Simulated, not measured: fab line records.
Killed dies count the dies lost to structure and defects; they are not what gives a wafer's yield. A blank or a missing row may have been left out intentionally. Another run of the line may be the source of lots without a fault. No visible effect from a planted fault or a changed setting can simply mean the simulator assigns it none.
Split-lot trial + flow sfq line + route with 325 steps; 5 lots, 23 wafers read

## ON THE SPLIT
At SFQ_TRILAYER_I6_VIA_LITHO_COAT_169 (resist thk 650 nm), the setting resist thk nm was moved away from the recipe's 650 nm on 10 of the 23 wafers read, by -5.6% to -4.7%. All remaining wafers had this setting at the recipe value.

## FROM THE SPLIT TO THE READING: what the file shows between them, 3 steps
- SFQ_TRILAYER_I6_VIA_LITHO_SOFTBAKE_173
- SFQ_TRILAYER_I6_VIA_LITHO_EXPOSE_170: exposes mask I6, target cd 700 nm
- SFQ_TRILAYER_I6_VIA_LITHO_DEVELOP_171: time 60 s

## THE READING
KrF_of_TRILAYER_I6_VIA_LITHO_COAT_169.thk nm (the simulator's own value, which no gauge read), in nm, at SFQ_TRILAYER_I6_VIA_BARC_OPEN_VIA_ETCH_235 (etches BARC in O2, target depth 125 nm, time 41.7 s). The file does not state a usual value for it. The 13 wafers here that ran the recipe average 571.9 nm, standard deviation 1.2 nm.

| wafer  | tool, chamber at the split | resist thk nm as run, nm | against the recipe | KrF_of_TRILAYER_I6_VIA_LITHO_COAT_169.thk nm, nm | against lot-mates on the recipe |
|--------|----------------------------|--------------------------|--------------------|--------------------------------------------------|---------------------------------|
| L075.1 | litho track-03, 0          | 616.2                    | -5.2%              | 540.1                                            | -31.3                           |
| L075.2 | litho track-03, 0          | 616.2                    | -5.2%              | 537.7                                            | -33.7                           |
| L075.3 | litho track-03, 0          | 650                      | recipe             | 572.2                                            | -                               |
| L075.4 | litho track-03, 0          | 650                      | recipe             | 571.4                                            | -                               |
| L075.5 | litho track-03, 0          | 650                      | recipe             | 570.6                                            | -                               |
| L076.2 | litho track-03, 0          | 650                      | recipe             | 570.1                                            | -                               |
| L076.3 | litho track-03, 0          | 613.8                    | -5.6%              | 533.2                                            | -37.2                           |
| L076.4 | litho track-03, 0          | 650                      | recipe             | 570.8                                            | -                               |
| L076.5 | litho track-03, 0          | 613.8                    | -5.6%              | 534                                              | -36.5                           |
| L076.6 | litho track-03, 0          | 613.8                    | -5.6%              | 534.3                                            | -36.2                           |
| L077.1 | litho track-03, 0          | 650                      | recipe             | 573.9                                            | -                               |
| L077.2 | litho track-03, 0          | 650                      | recipe             | 572.4                                            | -                               |
| L077.4 | litho track-03, 0          | 619.7                    | -4.7%              | 542                                              | -30.3                           |
| L077.5 | litho track-03, 0          | 650                      | recipe             | 570.7                                            | -                               |
| L077.6 | litho track-03, 0          | 619.7                    | -4.7%              | 542.3                                            | -30.0                           |
| L081.1 | litho track-03, 0          | 650                      | recipe             | 571.7                                            | -                               |
| L081.3 | litho track-03, 0          | 650                      | recipe             | 573.2                                            | -                               |
| L081.4 | litho track-03, 0          | 617.5                    | -5.0%              | 539.8                                            | -32.7                           |
| L081.5 | litho track-03, 0          | 617.5                    | -5.0%              | 538.8                                            | -33.7                           |
| L081.6 | litho track-03, 0          | 617.5                    | -5.0%              | 540.4                                            | -32.1                           |
| L083.1 | litho track-01, 0          | 650                      | recipe             | 573.5                                            | -                               |
| L083.3 | litho track-01, 0          | 650                      | recipe             | 573.2                                            | -                               |
| L083.4 | litho track-01, 0          | 650                      | recipe             | 570.7                                            | -                               |

FIT RESULTS
A straight line over all 23 wafers: KrF_of_TRILAYER_I6_VIA_LITHO_COAT_169.thk nm changes by +6.56 nm for each +1% of resist thk nm; r = +1.00; the points scatter about the line by 1.3 nm.
The same after taking each lot's own level away (the mean of its wafers on the recipe; 23 wafers): +6.49 nm for each +1%; r = +1.00; scatter 1 nm.
That fit puts the effect of the largest move of resist thk nm on the reading at 36 nm.
Across the lots, their own levels run from 570.45 to 572.47 nm, a range of 1.6 times the standard deviation given above.
Hence the lot-to-lot level has little effect on the slope; both slopes agree.
Check: for one of the wafers moved furthest among these (-5.6%), held out of the fit, the line's prediction against its lot-mates is -36 nm. Against them it came out at -37.2 nm.

## THE WHOLE CHAIN: every reading that the file lists as answering this split, in the file's order
| step                                       | what it does                                        | reading                                                                                       | change (the file's fit)              | r (the file's) |
|--------------------------------------------|-----------------------------------------------------|-----------------------------------------------------------------------------------------------|--------------------------------------|----------------|
| SFQ_TRILAYER_I6_VIA_LITHO_COAT_169         | resist thk 650 nm                                   | KrF_of_TRILAYER_I6_VIA_LITHO_COAT_169.thk nm (the simulator's own value, which no gauge read) | +6.41 nm for each +1% of the setting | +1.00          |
| SFQ_TRILAYER_I6_VIA_BARC_OPEN_VIA_ETCH_235 | etches BARC in O2, target depth 125 nm, time 41.7 s | KrF_of_TRILAYER_I6_VIA_LITHO_COAT_169.thk nm (the simulator's own value, which no gauge read) | +6.47 nm for each +1% of the setting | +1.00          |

## FILE'S OWN FIT
KrF_of_TRILAYER_I6_VIA_LITHO_COAT_169.thk nm changes by +6.47 nm for each +1% of resist thk nm, r = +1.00.
